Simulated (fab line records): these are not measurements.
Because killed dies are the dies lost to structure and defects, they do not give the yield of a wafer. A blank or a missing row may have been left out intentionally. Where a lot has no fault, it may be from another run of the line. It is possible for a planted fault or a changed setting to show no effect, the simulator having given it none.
fab line records + flow sky130
record
- lots=13
- wafers=39
- last-day=50
route steps=708 shown VT_ADJUST_HVTR@138 SONOS_ONO@182 POLY_GATE@232 LDD_HVN@275
lots that met no fault: taken from a fault-free run of the same line
start-h: start of the lot's first displayed wafer, in hours after the record's first day + wait-h: time in hours since the lot's previous step + " as in the row above + L1.1+2: a row that stands for several wafers + - no value, or no start was given + * or withheld: withheld + < > ~ a bound
route shown NAME@n: a module of which the file shows steps, and the number in the route of the first + usual: mean/standard deviation of fault-free wafers + same: alike in all rows + chamber/n: place in a boat + sites: readings site by site + _std_site: the standard deviation of these + _edge_site: mean of outer sites minus mean of inner sites + radius-mm: how far each site lies from the wafer's centre + mask NAME#n: copy n + behind: the most recent tool/chamber to have shaped the wafer + hold: why the lot was held/for how many hours/how that ended + device: the n, p or np transistor that did not switch + end of line: tests run on the same wafers once the route is complete + a step given without rows: its recipe and nothing more + killed: at the first sort, the dies lost to defects and structure; wafer yield is something else + map: dies across one wafer; x = killed, . = not, _ = none there
set.NAME: the setting the step ran with; set.NAME@STEP: the setting that earlier step ran with + model.NAME: the simulator's own value behind a step, which no gauge read
one table for each step of the route and one row for each wafer, over a sample of lots
services: from which hour (start-h, from the record's first day; less than 0 if before it) a tool's chamber was out of use, for how many hours, and why
## steps
# step SKY_VT_ADJUST_HVTR_CD_MEAS_07
# recipe
- target-cd-nm=380
# usual
- cd-nm=380.3/2.4
| lot.wafer | tool      | chamber | start-h | wait-h | cd-nm |
|-----------|-----------|---------|---------|--------|-------|
| L606.2    | cd-sem-02 | -       | 201.48  | 0.1    | 379.5 |
| L606.5    | "         | -       | "       | "      | 378.2 |
| L606.6    | "         | -       | "       | "      | 379.8 |
| L610.1    | cd-sem-02 | -       | 225.78  | 0.1    | 379.1 |
| L610.2    | "         | -       | "       | "      | 377.8 |
| L610.5    | "         | -       | "       | "      | 376.1 |
| L611.1    | cd-sem-02 | -       | 233.71  | 0.1    | 382.3 |
| L611.2    | "         | -       | "       | "      | 383.8 |
| L611.3    | "         | -       | "       | "      | 382.2 |
| L612.1    | cd-sem-02 | -       | 242.51  | 0.1    | 380.6 |
| L612.2    | "         | -       | "       | "      | 380.2 |
| L612.6    | "         | -       | "       | "      | 380.0 |
| L613.1    | cd-sem-01 | -       | 252.55  | 0.1    | 381.2 |
| L613.2    | "         | -       | "       | "      | 383.6 |
| L613.5    | "         | -       | "       | "      | 381.7 |
| L614.1    | cd-sem-01 | -       | 277.05  | 0.1    | 377.4 |
| L614.4    | "         | -       | "       | "      | 379.0 |
| L614.6    | "         | -       | "       | "      | 379.3 |
| L616.2    | cd-sem-01 | -       | 280.07  | 0.1    | 384.5 |
| L616.3    | "         | -       | "       | "      | 383.0 |
| L616.6    | "         | -       | "       | "      | 381.4 |
| L615.1    | cd-sem-02 | -       | 281.00  | 0.1    | 384.1 |
| L615.3    | "         | -       | "       | "      | 381.1 |
| L615.5    | "         | -       | "       | "      | 381.6 |
| L618.2    | cd-sem-01 | -       | 293.33  | 0.1    | 380.6 |
| L618.3    | "         | -       | "       | "      | 380.0 |
| L618.6    | "         | -       | "       | "      | 381.2 |
| L626.3    | cd-sem-02 | -       | 347.35  | 0.1    | 379.6 |
| L626.4    | "         | -       | "       | "      | 377.3 |
| L626.6    | "         | -       | "       | "      | 379.4 |
| L627.2    | cd-sem-02 | -       | 356.12  | 0.1    | 377.1 |
| L627.4    | "         | -       | "       | "      | 376.8 |
| L627.5    | "         | -       | "       | "      | 376.8 |
| L628.1    | cd-sem-01 | -       | 363.11  | 0.1    | 377.2 |
| L628.3    | "         | -       | "       | "      | 375.5 |
| L628.5    | "         | -       | "       | "      | 377.7 |
| L629.2    | cd-sem-02 | -       | 373.18  | 0.1    | 379.8 |
| L629.3    | "         | -       | "       | "      | 381.5 |
| L629.6    | "         | -       | "       | "      | 379.3 |
# step SKY_SONOS_ONO_OVL_MEAS_14
# usual
- SONOS_ONO_OVL=1.1/1.4
| lot.wafer | tool       | chamber | start-h | wait-h | SONOS_ONO_OVL[nm] |
|-----------|------------|---------|---------|--------|-------------------|
| L606.2    | overlay-01 | -       | 275.94  | 0.1    | 0.5               |
| L606.5    | "          | -       | "       | "      | 2.3               |
| L606.6    | "          | -       | "       | "      | 1.1               |
| L610.1    | overlay-02 | -       | 303.62  | 0.1    | 1.3               |
| L610.2    | "          | -       | "       | "      | 1.0               |
| L610.5    | "          | -       | "       | "      | 2.8               |
| L611.1    | overlay-02 | -       | 313.83  | 0.1    | 3.1               |
| L611.2    | "          | -       | "       | "      | 1.5               |
| L611.3    | "          | -       | "       | "      | 1.6               |
| L612.1    | overlay-02 | -       | 322.58  | 0.1    | 3.5               |
| L612.2    | "          | -       | "       | "      | 2.9               |
| L612.6    | "          | -       | "       | "      | 1.1               |
| L613.1    | overlay-02 | -       | 333.53  | 0.1    | -0.4              |
| L613.2    | "          | -       | "       | "      | 0.2               |
| L613.5    | "          | -       | "       | "      | -1.7              |
| L614.1    | overlay-02 | -       | 360.82  | 0.1    | -1.8              |
| L614.4    | "          | -       | "       | "      | -0.3              |
| L614.6    | "          | -       | "       | "      | 2.9               |
| L615.1    | overlay-02 | -       | 365.83  | 0.1    | 2.7               |
| L615.3    | "          | -       | "       | "      | 2.7               |
| L615.5    | "          | -       | "       | "      | 1.2               |
| L616.2    | overlay-01 | -       | 365.94  | 0.1    | -0.1              |
| L616.3    | "          | -       | "       | "      | -0.2              |
| L616.6    | "          | -       | "       | "      | 1.2               |
| L618.2    | overlay-02 | -       | 382.38  | 0.1    | 1.8               |
| L618.3    | "          | -       | "       | "      | -1.8              |
| L618.6    | "          | -       | "       | "      | -1.3              |
| L626.3    | overlay-02 | -       | 439.59  | 0.1    | 0.0               |
| L626.4    | "          | -       | "       | "      | 2.6               |
| L626.6    | "          | -       | "       | "      | 1.2               |
| L627.2    | overlay-02 | -       | 448.19  | 0.1    | 0.3               |
| L627.4    | "          | -       | "       | "      | 1.3               |
| L627.5    | "          | -       | "       | "      | 1.7               |
| L628.1    | overlay-02 | -       | 457.62  | 0.1    | 1.7               |
| L628.3    | "          | -       | "       | "      | 1.7               |
| L628.5    | "          | -       | "       | "      | 1.2               |
| L629.2    | overlay-01 | -       | 468.95  | 0.1    | 1.4               |
| L629.3    | "          | -       | "       | "      | 4.3               |
| L629.6    | "          | -       | "       | "      | 1.0               |
# step SKY_POLY_GATE_STRIP_18
# recipe
- chemistry=O2/N2
- power-w=1400
- pressure-mtorr=1500
- platen-temp-c=withheld
- o2-flow-sccm=3000
- n2-flow-sccm=300
- overash-fraction=0.5
# usual
- drypump-motor-current-A=5.3/0.42
- n2-flow-sccm=300.0/0.84
- oes-product-au=0.361/0.005
- strip-time-to-endpoint-s=3.167/0.027
| lot.wafer | tool            | chamber | start-h | wait-h | drypump-motor-current-A | n2-flow-sccm | oes-product-au | rf-hours-counter-h | strip-time-to-endpoint-s |
|-----------|-----------------|---------|---------|--------|-------------------------|--------------|----------------|--------------------|--------------------------|
| L606.2    | plasma-asher-04 | 0       | 363.55  | 0.0    | 5.2                     | 300.7        | 0.363          | 25                 | 3.140                    |
| L606.5    | "               | 0       | "       | "      | 5.3                     | 300.1        | 0.363          | -                  | 3.161                    |
| L606.6    | "               | 1       | "       | "      | 4.7                     | 299.4        | 0.356          | -                  | 3.186                    |
| L610.1    | plasma-asher-04 | 0       | 393.60  | 0.0    | 5.2                     | 300.6        | 0.359          | 28                 | 3.217                    |
| L610.2    | "               | 1       | "       | "      | 4.7                     | 298.6        | 0.359          | 28                 | 3.204                    |
| L610.5    | "               | 1       | "       | "      | 4.7                     | 299.4        | 0.359          | -                  | 3.169                    |
| L611.1    | plasma-asher-04 | 1       | 404.05  | 0.0    | 4.7                     | 299.5        | 0.359          | 29                 | 3.157                    |
| L611.2    | "               | 0       | "       | "      | 5.2                     | 300.8        | 0.357          | 29                 | 3.159                    |
| L611.3    | "               | 1       | "       | "      | 4.7                     | 300.2        | 0.364          | -                  | 3.151                    |
| L612.1    | plasma-asher-01 | 0       | 414.10  | 0.0    | 5.4                     | 299.9        | 0.370          | 69                 | 3.222                    |
| L612.2    | "               | 1       | "       | "      | 6.0                     | 298.8        | 0.359          | 69                 | 3.188                    |
| L612.6    | "               | 1       | "       | "      | 6.0                     | 299.2        | 0.362          | -                  | 3.146                    |
| L613.1    | plasma-asher-04 | 0       | 429.00  | 0.0    | 5.2                     | 300.5        | 0.367          | 31                 | 3.215                    |
| L613.2    | "               | 1       | "       | "      | 4.7                     | 301.5        | 0.358          | 31                 | 3.196                    |
| L613.5    | "               | 1       | "       | "      | 4.7                     | 300.2        | 0.375          | -                  | 3.180                    |
| L614.1    | plasma-asher-02 | 1       | 460.00  | 0.0    | 5.7                     | 298.8        | 0.360          | 2                  | 3.155                    |
| L614.4    | "               | 0       | "       | "      | 5.4                     | 299.7        | 0.363          | -                  | 3.203                    |
| L614.6    | "               | 0       | "       | "      | 5.4                     | 299.8        | 0.364          | -                  | 3.167                    |
| L615.1    | plasma-asher-04 | 0       | 466.75  | 0.0    | 5.2                     | 301.5        | 0.364          | 35                 | 3.190                    |
| L615.3    | "               | 1       | "       | "      | 4.7                     | 300.5        | 0.361          | -                  | 3.159                    |
| L615.5    | "               | 0       | "       | "      | 5.2                     | 300.3        | 0.359          | -                  | 3.137                    |
| L616.2    | plasma-asher-02 | 1       | 466.95  | 0.0    | 5.7                     | 300.1        | 0.357          | 3                  | 3.162                    |
| L616.3    | "               | 1       | "       | "      | 5.7                     | 299.3        | 0.362          | -                  | 3.154                    |
| L616.6    | "               | 1       | "       | "      | 5.8                     | 300.7        | 0.355          | -                  | 3.113                    |
| L618.2    | plasma-asher-01 | 0       | 480.65  | 0.0    | 5.5                     | 300.9        | 0.352          | 76                 | 3.192                    |
| L618.3    | "               | 1       | "       | "      | 6.0                     | 299.9        | 0.356          | -                  | 3.197                    |
| L618.6    | "               | 1       | "       | "      | 6.0                     | 299.3        | 0.360          | -                  | 3.186                    |
| L626.3    | plasma-asher-01 | 0       | 541.63  | 0.1    | 5.4                     | 301.0        | 0.364          | -                  | 3.125                    |
| L626.4    | "               | 1       | "       | "      | 6.0                     | 300.7        | 0.358          | -                  | 3.126                    |
| L626.6    | "               | 0       | "       | "      | 5.5                     | 300.4        | 0.352          | -                  | 3.180                    |
| L627.2    | plasma-asher-04 | 1       | 547.50  | 0.0    | 4.7                     | 301.0        | 0.365          | 43                 | 3.180                    |
| L627.4    | "               | 1       | "       | "      | 4.7                     | 299.7        | 0.368          | -                  | 3.148                    |
| L627.5    | "               | 0       | "       | "      | 5.2                     | 299.8        | 0.359          | -                  | 3.123                    |
| L628.1    | plasma-asher-02 | 0       | 556.65  | 0.0    | 5.5                     | 300.8        | 0.362          | 12                 | 3.191                    |
| L628.3    | "               | 0       | "       | "      | 5.4                     | 300.1        | 0.366          | -                  | 3.216                    |
| L628.5    | "               | 0       | "       | "      | 5.4                     | 300.6        | 0.364          | -                  | 3.190                    |
| L629.2    | plasma-asher-04 | 1       | 570.30  | 0.0    | 4.7                     | 298.4        | 0.363          | 46                 | 3.136                    |
| L629.3    | "               | 0       | "       | "      | 5.2                     | 299.0        | 0.366          | -                  | 3.173                    |
| L629.6    | "               | 0       | "       | "      | 5.2                     | 300.1        | 0.354          | -                  | 3.173                    |
# step SKY_LDD_HVN_IMPLANT_08
# recipe
- species=P
- energy-kev=60
- dose-cm2=3e+13
- tilt-deg=40
# usual
- dose-ions-cm2=3e+13/3.4e+10
- tilt-deg=40.001/0.021
| lot.wafer | tool         | chamber | start-h | wait-h | dose-ions-cm2 | tilt-deg |
|-----------|--------------|---------|---------|--------|---------------|----------|
| L606.2    | implanter-02 | 0       | 455.22  | 0.0    | 2.995e+13     | 39.985   |
| L606.5    | "            | 0       | "       | "      | 3.002e+13     | 39.987   |
| L606.6    | "            | 0       | "       | "      | 3.002e+13     | 39.984   |
| L610.1    | implanter-02 | 0       | 491.55  | 0.0    | 3e+13         | 40.013   |
| L610.2    | "            | 0       | "       | "      | 3.002e+13     | 40.002   |
| L610.5    | "            | 0       | "       | "      | 2.996e+13     | 39.996   |
| L611.1    | implanter-03 | 0       | 500.90  | 0.0    | 3e+13         | 40.011   |
| L611.2    | "            | 0       | "       | "      | 2.995e+13     | 40.004   |
| L611.3    | "            | 0       | "       | "      | 2.997e+13     | 39.962   |
| L612.1    | implanter-04 | 0       | 511.24  | 0.0    | 3.005e+13     | 39.994   |
| L612.2    | "            | 0       | "       | "      | 3e+13         | 40.009   |
| L612.6    | "            | 0       | "       | "      | 3.003e+13     | 40.014   |
| L613.1    | implanter-04 | 0       | 524.90  | 0.0    | 2.999e+13     | 39.971   |
| L613.2    | "            | 0       | "       | "      | 3.005e+13     | 40.009   |
| L613.5    | "            | 0       | "       | "      | 3.002e+13     | 40.023   |
| L614.1    | implanter-03 | 0       | 554.14  | 0.0    | 2.999e+13     | 40.010   |
| L614.4    | "            | 0       | "       | "      | 2.993e+13     | 40.026   |
| L614.6    | "            | 0       | "       | "      | 2.997e+13     | 39.983   |
| L615.1    | implanter-02 | 0       | 560.50  | 0.0    | 3.009e+13     | 40.015   |
| L615.3    | "            | 0       | "       | "      | 3.001e+13     | 40.015   |
| L615.5    | "            | 0       | "       | "      | 3e+13         | 40.030   |
| L616.2    | implanter-04 | 0       | 561.57  | 0.0    | 3.004e+13     | 40.019   |
| L616.3    | "            | 0       | "       | "      | 3e+13         | 40.001   |
| L616.6    | "            | 0       | "       | "      | 3.005e+13     | 40.010   |
| L618.2    | implanter-03 | 0       | 574.16  | 0.0    | 2.999e+13     | 39.934   |
| L618.3    | "            | 0       | "       | "      | 2.998e+13     | 39.972   |
| L618.6    | "            | 0       | "       | "      | 3.001e+13     | 39.973   |
| L626.3    | implanter-02 | 0       | 630.59  | 0.1    | 3.076e+13     | 40.001   |
| L626.4    | "            | 0       | "       | "      | 3.072e+13     | 39.983   |
| L626.6    | "            | 0       | "       | "      | 3.071e+13     | 39.989   |
| L627.2    | implanter-02 | 0       | 637.02  | 0.0    | 3.064e+13     | 39.990   |
| L627.4    | "            | 0       | "       | "      | 3.064e+13     | 40.026   |
| L627.5    | "            | 0       | "       | "      | 3.066e+13     | 40.013   |
| L628.1    | implanter-03 | 0       | 647.00  | 0.0    | 2.998e+13     | 39.981   |
| L628.3    | "            | 0       | "       | "      | 3.003e+13     | 39.998   |
| L628.5    | "            | 0       | "       | "      | 3.005e+13     | 40.016   |
| L629.2    | implanter-04 | 0       | 659.91  | 0.0    | 3.002e+13     | 40.002   |
| L629.3    | "            | 0       | "       | "      | 3e+13         | 40.018   |
| L629.6    | "            | 0       | "       | "      | 3.001e+13     | 40.017   |
## services
| tool            | chamber | start-h | hours | kind       |
|-----------------|---------|---------|-------|------------|
| implanter-04    | -       | 346.58  | 8.9   | repair     |
| plasma-asher-02 | -       | 377.50  | 4.4   | repair     |
| plasma-asher-04 | -       | 417.88  | 3.2   | repair     |
| plasma-asher-02 | -       | 421.25  | 9.0   | pm         |
| plasma-asher-02 | 0       | 421.25  | 9.0   | vent-cycle |
| plasma-asher-02 | 1       | 421.25  | 9.0   | vent-cycle |
| plasma-asher-02 | 0       | 430.25  | -     | clean      |
| plasma-asher-02 | 1       | 430.25  | -     | clean      |
| plasma-asher-02 | -       | 450.72  | 2.8   | pm         |
| implanter-04    | -       | 462.42  | 2.4   | repair     |
| implanter-03    | -       | 507.95  | 12.7  | repair     |
| implanter-03    | -       | 521.48  | 3.8   | repair     |
| implanter-04    | -       | 540.04  | 0.6   | repair     |
| implanter-04    | -       | 543.21  | 3.2   | pm         |
| implanter-02    | -       | 588.16  | 3.8   | pm         |
| implanter-03    | -       | 610.84  | 23.2  | repair     |
| implanter-04    | -       | 647.03  | 1.6   | repair     |
| implanter-03    | -       | 655.44  | 3.9   | pm         |
## key
first-sign
- step=SKY_LDD_HVN_IMPLANT_08
- reading=dose-ions-cm2
- direction=up
- sigmas=20
- usual=*
- struck=*
effect none on later readings
met-at SKY_LDD_HVN_IMPLANT_08
struck-lots L626,L627
tester-left-out L626,L627
not-acting-at SKY_VT_ADJUST_HVTR_CD_MEAS_07,SKY_SONOS_ONO_OVL_MEAS_14,SKY_POLY_GATE_STRIP_18
onset-between 560.50 630.59
fault
- kind=process-parameter-drift
- tool=implanter-02
- chamber=-
- onset-h=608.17
- steps=SKY_LDD_HVN_IMPLANT_08
- channel=dose-cm2
- offset=*
- shape=step
- end-h=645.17
- acts-in=*
- stated=*
# tester-left-out: of these lots the tester's yield and bins aren't shown, on N5 and GAA mostly nor the transistor test; their killed dies are dies lost to structure and defects alone, not to doping, threshold or leakage, so they don't give the yield
